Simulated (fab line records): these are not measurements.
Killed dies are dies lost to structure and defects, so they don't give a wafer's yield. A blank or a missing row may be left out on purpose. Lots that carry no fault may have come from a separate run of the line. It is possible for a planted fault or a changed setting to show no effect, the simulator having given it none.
Chamber matching | flow sky130 | SKY_CONTACT_ETCH_16 on rie diel-01: 4 sister chambers
The step etches BARC in N2/H2, stops on SiO2, time 45.9 s, target depth 60 nm. 16 wafers are shown with their chamber, then 8 later ones without.

== EACH WAFER AND ITS CHAMBER ==
wafer  | chamber | drypump motor current A (A) | throttle valve pct (%) | oes product au (a.u.)
L075.1 | 0       | 5.6                         | 13.212                 | 0.848
L075.3 | 2       | 6.3                         | 13.248                 | 0.854
L075.5 | 3       | 6.5                         | 13.220                 | 0.861
L077.1 | 1       | 5.4                         | 13.220                 | 0.860
L077.2 | 3       | 6.5                         | 13.221                 | 0.855
L077.4 | 0       | 5.6                         | 13.241                 | 0.849
L082.1 | 0       | 5.7                         | 13.231                 | 0.848
L082.2 | 1       | 5.4                         | 13.232                 | 0.853
L082.4 | 3       | 6.5                         | 13.226                 | 0.853
L083.1 | 0       | 5.7                         | 13.229                 | 0.852
L083.2 | 1       | 5.4                         | 13.238                 | 0.856
L083.6 | 1       | 5.4                         | 13.223                 | 0.863
L086.2 | 0       | 5.6                         | 13.232                 | 0.851
L086.3 | 3       | 6.5                         | 13.225                 | 0.855
L086.6 | 3       | 6.5                         | 13.217                 | 0.851
L089.1 | 3       | 6.5                         | 13.222                 | 0.859

SIGNATURES, as means of the wafers listed above
reading                 | chamber 0 | chamber 1 | chamber 2 | chamber 3 | scatter within a chamber
drypump motor current A | 5.640     | 5.400     | 6.300     | 6.500     | 0.0316
throttle valve pct      | 13.22900  | 13.22825  | 13.24800  | 13.22183  | 0.00767
oes product au          | 0.84960   | 0.85800   | 0.85400   | 0.85567   | 0.00342
Rule: for a wafer and a chamber, the distance is found by dividing, reading by reading, the gap between the wafer's reading and the chamber's mean by the reading's scatter, squaring, summing and taking the root. The wafer belongs to the nearest chamber; if the next one is less than 2 further off, it can't be placed. The scatter: take each reading less its chamber's mean, square it, sum over the shown wafers, divide by the number of wafers less the number of chambers, and take the root.

== WAFERS MISSING THEIR CHAMBER ==
wafer  | drypump motor current A (A) | throttle valve pct (%) | oes product au (a.u.)
L089.2 | 5.6                         | 13.236                 | 0.864
L089.4 | 6.3                         | 13.214                 | 0.855
L090.3 | 5.4                         | 13.225                 | 0.865
L090.5 | 5.4                         | 13.222                 | 0.861
L090.6 | 5.6                         | 13.222                 | 0.851
L093.3 | 5.6                         | 13.217                 | 0.858
L093.5 | 5.4                         | 13.230                 | 0.856
L093.6 | 5.6                         | 13.231                 | 0.843

== THE CHAMBER EACH PASSED THROUGH ==
wafer  | from the rows above     | in truth
L089.2 | 0                       | 0
L089.4 | can't be placed: 2 or 3 | 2
L090.3 | 1                       | 1
L090.5 | 1                       | 1
L090.6 | 0                       | 0
L093.3 | 0                       | 0
L093.5 | 1                       | 1
L093.6 | 0                       | 0
7 of 8 placed correctly. Unplaceable from these rows: 1, with the true chamber sitting among the candidates in 1. 0 placed wrongly.
